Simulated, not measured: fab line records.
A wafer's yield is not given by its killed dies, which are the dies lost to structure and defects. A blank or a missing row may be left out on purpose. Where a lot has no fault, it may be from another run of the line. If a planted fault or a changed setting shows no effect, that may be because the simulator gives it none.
What tool caused it? ; flow sky130 ; 24 lots with 72 wafers sampled at 6 steps, on a route of 708 steps

## WHAT THE GAUGES READ, wafer by wafer
SKY_CONTACT_THK_MEAS_01. Usual: for CONTACT_CVD_00_THK the level is 74.6 nm and the standard deviation is 1.1.
lot;measured;on;CONTACT_CVD_00_THK (nm);flag
L074;day 28 04:21;film-metro-04;73.7 73.9 73.9;
L075;day 28 05:44;film-metro-01;73.6 75.1 74.4;
L076;day 28 06:45;film-metro-01;73.8 74.0 74.7;
L077;day 28 07:55;film-metro-03;75.3 74.0 74.8;
L078;day 28 22:25;film-metro-03;75.2 75.1 74.6;
L080;day 29 06:52;film-metro-01;73.3 72.4 73.6;
L079;day 29 09:24;film-metro-01;73.8 74.9 76.3;
L081;day 29 22:19;film-metro-01;73.0 74.8 75.3;
L082;day 30 07:43;film-metro-04;74.1 73.5 74.3;
L084;day 30 10:05;film-metro-01;74.0 74.3 74.1;
L083;day 30 11:13;film-metro-03;73.6 74.2 74.9;
L085;day 30 19:49;film-metro-04;75.2 74.5 75.3;
L086;day 31 04:15;film-metro-01;76.2 77.8 76.3;
L087;day 31 11:31;film-metro-03;74.3 73.6 75.1;
L088;day 31 14:28;film-metro-03;73.9 75.3 74.6;
L089;day 32 01:41;film-metro-03;74.1 74.4 74.9;
L090;day 32 15:35;film-metro-04;74.2 74.6 74.1;
L091;day 32 20:53;film-metro-03;75.4 74.6 76.6;
L094;day 40 15:19;film-metro-04;74.2 72.2 74.0;
L092;day 40 19:21;film-metro-01;74.4 74.7 74.2;
L093;day 40 21:19;film-metro-01;75.3 76.7 75.4;
L095;day 40 22:01;film-metro-03;74.3 74.1 74.7;
L096;day 40 22:55;film-metro-04;75.1 75.7 75.5;
L097;day 41 00:56;film-metro-04;73.2 73.4 73.7;

SKY_CONTACT_RS_MEAS_25: a four-point-probe measurement. Usual: for CONTACT_W_RS the level is 0.336 ohm/sq and the standard deviation is 0.0049.
lot;measured;on;CONTACT_W_RS (ohm/sq);flag
L074;day 29 09:41;film-metro-04;0.342 0.331 0.334;
L075;day 29 11:37;film-metro-01;0.334 0.339 0.340;
L076;day 29 12:24;film-metro-04;0.334 0.340 0.338;
L077;day 29 13:56;film-metro-01;0.338 0.342 0.335;
L078;day 30 03:59;film-metro-01;0.332 0.331 0.331;
L080;day 30 13:28;film-metro-03;0.328 0.338 0.338;
L079;day 30 15:27;film-metro-04;0.342 0.339 0.332;
L081;day 31 05:07;film-metro-03;0.334 0.340 0.332;
L082;day 31 15:19;film-metro-03;0.339 0.332 0.336;
L084;day 31 17:25;film-metro-03;0.338 0.328 0.334;
L083;day 31 18:04;film-metro-03;0.333 0.327 0.331;
L085;day 32 02:19;film-metro-01;0.339 0.325 0.339;
L086;day 32 10:50;film-metro-03;0.333 0.339 0.332;
L087;day 32 18:07;film-metro-03;0.338 0.336 0.324;
L088;day 32 20:10;film-metro-03;0.325 0.326 0.335;
L089;day 33 05:43;film-metro-03;0.334 0.335 0.330;
L090;day 33 18:27;film-metro-04;0.333 0.334 0.334;
L091;day 34 00:16;film-metro-03;0.332 0.334 0.337;
L094;day 41 17:53;film-metro-04;0.335 0.344 0.333;
L092;day 41 21:58;film-metro-04;0.337 0.338 0.339;
L093;day 42 00:41;film-metro-01;0.340 0.340 0.338;
L095;day 42 01:47;film-metro-01;0.339 0.342 0.335;
L096;day 42 02:08;film-metro-03;0.344 0.342 0.342;
L097;day 42 03:57;film-metro-01;0.340 0.340 0.337;

SKY_VIA1_CD_MEAS_12 targets a cd of 150 nm. Usual: cd-nm at 149.8 nm, with a standard deviation of 1.8.
lot;measured;on;cd-nm (nm);flag
L074;day 31 22:38;cd-sem-01;148.9 149.1 148.7;
L075;day 31 23:19;cd-sem-01;151.1 151.9 152.4;
L076;day 32 01:40;cd-sem-01;147.7 148.4 147.6;
L077;day 32 02:19;cd-sem-01;147.1 148.7 149.6;
L078;day 32 15:22;cd-sem-02;150.5 151.5 151.2;
L080;day 32 23:32;cd-sem-01;151.7 151.9 152.4;
L079;day 33 01:38;cd-sem-02;147.8 148.2 148.6;
L081;day 33 13:46;cd-sem-01;153.3 152.6 152.4;
L082;day 33 22:05;cd-sem-01;151.9 150.8 152.2;
L084;day 34 01:34;cd-sem-01;148.7 147.4 147.6;
L083;day 34 02:43;cd-sem-01;148.6 148.4 149.2;
L085;day 34 07:55;cd-sem-01;148.7 148.2 149.0;
L086;day 34 17:28;cd-sem-01;149.6 148.8 150.1;
L087;day 35 01:44;cd-sem-01;150.8 149.2 150.0;
L088;day 35 03:26;cd-sem-01;146.8 144.5 147.2;
L089;day 35 13:32;cd-sem-01;149.0 148.1 147.9;
L090;day 36 01:41;cd-sem-01;150.4 149.6 150.5;
L091;day 36 08:17;cd-sem-02;148.9 147.0 150.7;
L094;day 43 19:35;cd-sem-02;149.8 147.7 148.9;
L092;day 43 23:34;cd-sem-02;147.5 148.8 148.3;
L093;day 44 01:04;cd-sem-01;149.8 150.6 152.0;
L095;day 44 02:13;cd-sem-02;154.1 153.5 153.0;
L096;day 44 02:55;cd-sem-02;152.0 151.3 150.9;
L097;day 44 03:34;cd-sem-01;150.1 150.2 149.7;

## WHICH TOOL RAN EACH LOT (tool, then ch and the chambers of the sampled wafers, then the start)
lot;SKY_LI_CONTACT_ETCH_14;SKY_CONTACT_ETCH_17;SKY_CONTACT_ETCH_18
L074;rie-diel-01 ch 0,1,2, day 26 21:04;rie-diel-01 ch 1,2,3, day 29 08:49;rie-diel-01 ch 1,2,3, day 29 09:41 or earlier
L075;rie-diel-02 ch 0,2, day 26 21:43;rie-diel-02 ch 0,2,3, day 29 10:46;rie-diel-02 ch 0,2,3, day 29 11:37 or earlier
L076;rie-diel-04 ch 1,3, day 26 22:04;rie-diel-01 ch 0,1,2, day 29 11:32;rie-diel-01 ch 0,1,2, day 29 12:24 or earlier
L077;rie-diel-02 ch 0,2,3, day 26 23:56;rie-diel-03 ch 0,2,3, day 29 13:05;rie-diel-03 ch 0,2,3, day 29 13:56 or earlier
L078;rie-diel-04 ch 0,2,3, day 27 15:25;rie-diel-02 ch 0,1,2, day 30 03:06;rie-diel-02 ch 0,1,2, day 30 03:59 or earlier
L080;rie-diel-01 ch 0,3, day 28 00:29;rie-diel-03 ch 0,2,3, day 30 12:36;rie-diel-03 ch 0,2,3, day 30 13:28 or earlier
L079;rie-diel-04 ch 0,1,2, day 28 03:05;rie-diel-02 ch 0,1, day 30 14:35;rie-diel-02 ch 0,1, day 30 15:27 or earlier
L081;rie-diel-04 ch 0,3, day 28 15:16;rie-diel-03 ch 1,2, day 31 04:14;rie-diel-03 ch 1,2, day 31 05:07 or earlier
L082;rie-diel-04 ch 0,1,2, day 29 00:26;rie-diel-03 ch 0,1,3, day 31 14:26;rie-diel-03 ch 0,1,3, day 31 15:19 or earlier
L084;rie-diel-04 ch 0,2,3, day 29 03:05;rie-diel-03 ch 1,2, day 31 16:33;rie-diel-03 ch 1,2, day 31 17:25 or earlier
L083;rie-diel-02 ch 1,2, day 29 03:46;rie-diel-02 ch 1,3, day 31 17:11;rie-diel-02 ch 1,3, day 31 18:04 or earlier
L085;rie-diel-04 ch 1,2,3, day 29 12:59;rie-diel-03 ch 1,2,3, day 32 01:27;rie-diel-03 ch 1,2,3, day 32 02:19 or earlier
L086;rie-diel-02 ch 0,3, day 29 20:14;rie-diel-01 ch 1,3, day 32 09:57;rie-diel-01 ch 1,3, day 32 10:50 or earlier
L087;rie-diel-01 ch 1,2,3, day 30 03:58;rie-diel-03 ch 0,2,3, day 32 17:15;rie-diel-03 ch 0,2,3, day 32 18:07 or earlier
L088;rie-diel-02 ch 0,2,3, day 30 06:32;rie-diel-01 ch 0,2,3, day 32 19:17;rie-diel-01 ch 0,2,3, day 32 20:10 or earlier
L089;rie-diel-02 ch 2,3, day 30 18:44;rie-diel-01 ch 0,1,2, day 33 04:51;rie-diel-01 ch 0,1,2, day 33 05:43 or earlier
L090;rie-diel-04 ch 1,2, day 31 08:22;rie-diel-03 ch 1,2, day 33 17:33;rie-diel-03 ch 1,2, day 33 18:27 or earlier
L091;rie-diel-01 ch 1,2,3, day 31 14:44;rie-diel-01 ch 1,2,3, day 33 23:25;rie-diel-01 ch 1,2,3, day 34 00:16 or earlier
L094;rie-diel-02 ch 0,1,3, day 39 12:01;rie-diel-03 ch 0,2,3, day 41 17:01;rie-diel-03 ch 0,2,3, day 41 17:53 or earlier
L092;rie-diel-01 ch 0,2,3, day 39 16:11;rie-diel-02 ch 0,1, day 41 21:05;rie-diel-02 ch 0,1, day 41 21:58 or earlier
L093;rie-diel-04 ch 0,2, day 39 17:56;rie-diel-02 ch 1,2, day 41 23:48;rie-diel-02 ch 1,2, day 42 00:41 or earlier
L095;rie-diel-02 ch 0,1,2, day 39 18:35;rie-diel-02 ch 0,1,3, day 42 00:55;rie-diel-02 ch 0,1,3, day 42 01:47 or earlier
L096;rie-diel-02 ch 1,2,3, day 39 19:35;rie-diel-01 ch 0,1,2, day 42 01:16;rie-diel-01 ch 0,1,2, day 42 02:08 or earlier
L097;rie-diel-04 ch 0,2,3, day 39 21:37;rie-diel-01 ch 0,2, day 42 03:04;rie-diel-01 ch 0,2, day 42 03:57 or earlier
- SKY_LI_CONTACT_ETCH_14: etches BARC in N2/H2, stops on SiO2, time 45.9 s, target depth 60 nm.
- SKY_CONTACT_ETCH_17: etches SiO2 in C4F8/O2/Ar, stops on Si3N4, target depth 340 nm.
- SKY_CONTACT_ETCH_18: etches Si3N4 in CHF3/O2, stops on TiN, time 39 s, target depth 75 nm.

## WHAT THE TOOLS THEMSELVES READ (means of the sampled wafers that have a number; where no wafer has one, the mark that the record gives instead)
SKY_LI_CONTACT_ETCH_14. Usual: drypump-motor-current-A 6.0 A, standard deviation 0.65; oes-product-au 0.855 a.u., standard deviation 0.0049; throttle-valve-pct 13.226 %, standard deviation 0.0087.
lot;tool;drypump-motor-current-A (A);oes-product-au (a.u.);throttle-valve-pct (%);flag
L074;rie-diel-01;6.0;0.859;13.228;
L075;rie-diel-02;6.6;0.852;13.226;
L076;rie-diel-04;5.9;0.856;13.228;
L077;rie-diel-02;6.6;0.857;13.222;
L078;rie-diel-04;5.8;0.856;13.230;
L080;rie-diel-01;5.1;0.856;13.219;
L079;rie-diel-04;6.0;0.852;13.229;
L081;rie-diel-04;6.2;0.852;13.232;
L082;rie-diel-04;6.0;0.852;13.222;
L084;rie-diel-04;5.8;0.850;13.220;
L083;rie-diel-02;6.1;0.854;13.225;
L085;rie-diel-04;5.8;0.855;13.226;
L086;rie-diel-02;6.7;0.855;13.229;
L087;rie-diel-01;5.8;0.855;13.216;
L088;rie-diel-02;6.6;0.855;13.220;
L089;rie-diel-02;6.7;0.857;13.230;
L090;rie-diel-04;6.0;0.857;13.233;
L091;rie-diel-01;5.8;0.856;13.214;
L094;rie-diel-02;6.2;0.856;13.231;
L092;rie-diel-01;5.5;0.857;13.227;
L093;rie-diel-04;6.0;0.855;13.233;
L095;rie-diel-02;6.1;0.855;13.228;
L096;rie-diel-02;6.1;0.856;13.227;
L097;rie-diel-04;5.8;0.857;13.229;

SKY_CONTACT_ETCH_17. Usual: oes-product-au at 0.892 a.u., with a standard deviation of 0.0047.
lot;tool;oes-product-au (a.u.);flag
L074;rie-diel-01;0.896;
L075;rie-diel-02;0.894;
L076;rie-diel-01;0.891;
L077;rie-diel-03;0.897;
L078;rie-diel-02;0.895;
L080;rie-diel-03;0.891;
L079;rie-diel-02;0.888;
L081;rie-diel-03;0.889;
L082;rie-diel-03;0.895;
L084;rie-diel-03;0.892;
L083;rie-diel-02;0.891;
L085;rie-diel-03;0.892;
L086;rie-diel-01;0.892;
L087;rie-diel-03;0.891;
L088;rie-diel-01;0.895;
L089;rie-diel-01;0.898;
L090;rie-diel-03;0.890;
L091;rie-diel-01;0.891;
L094;rie-diel-03;0.893;
L092;rie-diel-02;0.891;
L093;rie-diel-02;0.895;
L095;rie-diel-02;0.892;
L096;rie-diel-01;0.891;
L097;rie-diel-01;0.888;

SKY_CONTACT_ETCH_18. Usual: drypump-motor-current-A 5.7 A, standard deviation 0.72; oes-product-au 0.852 a.u., standard deviation 0.0083; throttle-valve-pct 8.792 %, standard deviation 0.0095.
lot;tool;drypump-motor-current-A (A);oes-product-au (a.u.);throttle-valve-pct (%);flag
L074;rie-diel-01;5.7;0.847;8.788;
L075;rie-diel-02;6.6;0.853;8.792;
L076;rie-diel-01;6.0;0.849;8.795;
L077;rie-diel-03;5.2;0.857;8.803;
L078;rie-diel-02;6.1;0.855;8.791;
L080;rie-diel-03;5.2;0.842;8.801;
L079;rie-diel-02;5.7;0.852;8.799;
L081;rie-diel-03;5.2;0.844;8.799;
L082;rie-diel-03;5.4;0.850;8.788;
L084;rie-diel-03;5.2;0.851;8.803;
L083;rie-diel-02;6.3;0.850;8.792;
L085;rie-diel-03;5.4;0.854;8.797;
L086;rie-diel-01;5.6;0.870;8.798;
L087;rie-diel-03;5.2;0.851;8.793;
L088;rie-diel-01;5.5;0.855;8.790;
L089;rie-diel-01;6.0;0.849;8.799;
L090;rie-diel-03;5.2;0.860;8.800;
L091;rie-diel-01;5.7;0.861;8.797;
L094;rie-diel-03;5.2;0.846;8.783;
L092;rie-diel-02;5.7;0.857;8.796;
L093;rie-diel-02;5.6;0.859;8.798;
L095;rie-diel-02;6.2;0.850;8.789;
L096;rie-diel-01;6.0;0.854;8.791;
L097;rie-diel-01;5.7;0.845;8.785;

## THE ANSWER, worked out from the rows above alone
Rule: take the mean of a lot's wafers that have a number; if it is more than 3 standard deviations from the usual mean, the lot is off. A lot without any number at a reading at which 4 lots or more have one is off too. Where the step has rows for the other lots, those lots are counted as sound. After the gauges, taken in route order, come the tools' own readings; for these a lot's mean is taken, as printed above. The first step at which some lot is off is used, and at that step the reading that is off furthest; a lot without a number counts as furthest.
Nothing can be told from this: no lot is off at any reading shown.

## WHAT WAS PUT IN BY THE SIMULATOR
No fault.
